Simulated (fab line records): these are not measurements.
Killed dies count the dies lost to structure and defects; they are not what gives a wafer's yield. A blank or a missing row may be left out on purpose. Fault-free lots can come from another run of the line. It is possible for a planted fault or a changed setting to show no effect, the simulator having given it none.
Which of the tools did it? -- flow sky130 -- 12 lots with 36 wafers sampled at 2 steps, on a route of 708 steps

## WHAT THE GAUGES SHOWED, per wafer
SKY_LI_CONTACT_THK_MEAS_23: measures by xrf.
lot,measured,on,LI_CONTACT_W_THK (nm)
L796,day 29 03:36,filmMetro-03,386 383 391
L797,day 29 05:32,filmMetro-04,383 387 392
L799,day 30 09:34,filmMetro-03,395 401 403
L800,day 30 10:42,filmMetro-04,384 381 389
L801,day 30 22:32,filmMetro-04,379 377 380
L802,day 31 06:00,filmMetro-02,377 380 377
L803,day 31 19:06,filmMetro-02,377 375 375
L807,day 32 20:38,filmMetro-03,387 394 390
L809,day 33 21:03,filmMetro-03,390 381 382
L810,day 34 04:19,filmMetro-02,375 386 382
L811,day 34 16:25,filmMetro-02,383 385 384
L819,day 37 07:15,filmMetro-02,381 387 382

## WHICH TOOL RAN EACH LOT (tool, then ch and the chambers of the sampled wafers, then the start)
lot,SKY_LI_CONTACT_CMP_02
L796,"cmp-02 ch 0,1,3, day 27 21:47"
L797,"cmp-01 ch 0,3, day 27 23:50"
L799,"cmp-02 ch 0,1,2, day 29 03:23"
L800,"cmp-01 ch 0,1,2, day 29 03:59"
L801,"cmp-01 ch 0,2,3, day 29 16:34"
L802,"cmp-02 ch 2,3, day 29 23:58"
L803,"cmp-01 ch 0,2,3, day 30 13:47"
L807,"cmp-01 ch 0,1, day 31 17:07"
L809,"cmp-01 ch 0,1,3, day 32 17:20"
L810,"cmp-01 ch 1,3, day 33 00:20"
L811,"cmp-01 ch 0,1, day 33 12:41"
L819,"cmp-02 ch 1,2,3, day 36 03:22"
- SKY_LI_CONTACT_CMP_02: polishes PSG.

## WHAT THE TOOLS THEMSELVES READ (means of the sampled wafers that have a number; where no wafer has one, the mark that the record gives instead)
SKY_LI_CONTACT_CMP_02.
lot,tool,headPressurePsi (psi),motorCurrentA (A),retainingRingPressureFrac,timeToEndpointS (s)
L796,cmp-02,4.002,12.1,0.999,33.3
L797,cmp-01,3.998,11.7,0.998,31.1
L799,cmp-02,3.996,12.9,1.003,31.3
L800,cmp-01,4.007,11.6,1.004,32.9
L801,cmp-01,3.996,11.4,0.998,32.4
L802,cmp-02,4.010,10.6,1.003,31.1
L803,cmp-01,3.990,11.2,1.005,36.7
L807,cmp-01,4.001,11.7,1.001,33.9
L809,cmp-01,4.000,11.7,0.996,33.6
L810,cmp-01,3.994,11.6,0.997,35.6
L811,cmp-01,4.007,11.6,0.993,30.4
L819,cmp-02,4.009,12.0,0.996,32.1

## THE ANSWER, worked out from the rows above alone
Rule: usual is defined by the lots themselves. The widest of any qualifying gaps counts: lots, ordered by their means at a reading, are off when they make up no more than a third of the lots, leave a main group of 4 or more, and stand apart from it by 3 or more times the standard deviation of that group's means. A main group is skipped when, at the precision printed for the reading in the tables above, its means are all equal. A lot without any number at a reading at which 4 lots or more have one is off too. All remaining lots with rows at the step are treated as sound. After the gauges, taken in route order, come the tools' own readings; for these a lot's mean is taken, as printed above. The first step at which some lot is off is used, and at that step the reading that is off furthest; a lot without a number counts as furthest.
No lot is off on any of the readings shown, so nothing can be concluded from this.

## WHAT HAD BEEN PUT IN BY THE SIMULATOR
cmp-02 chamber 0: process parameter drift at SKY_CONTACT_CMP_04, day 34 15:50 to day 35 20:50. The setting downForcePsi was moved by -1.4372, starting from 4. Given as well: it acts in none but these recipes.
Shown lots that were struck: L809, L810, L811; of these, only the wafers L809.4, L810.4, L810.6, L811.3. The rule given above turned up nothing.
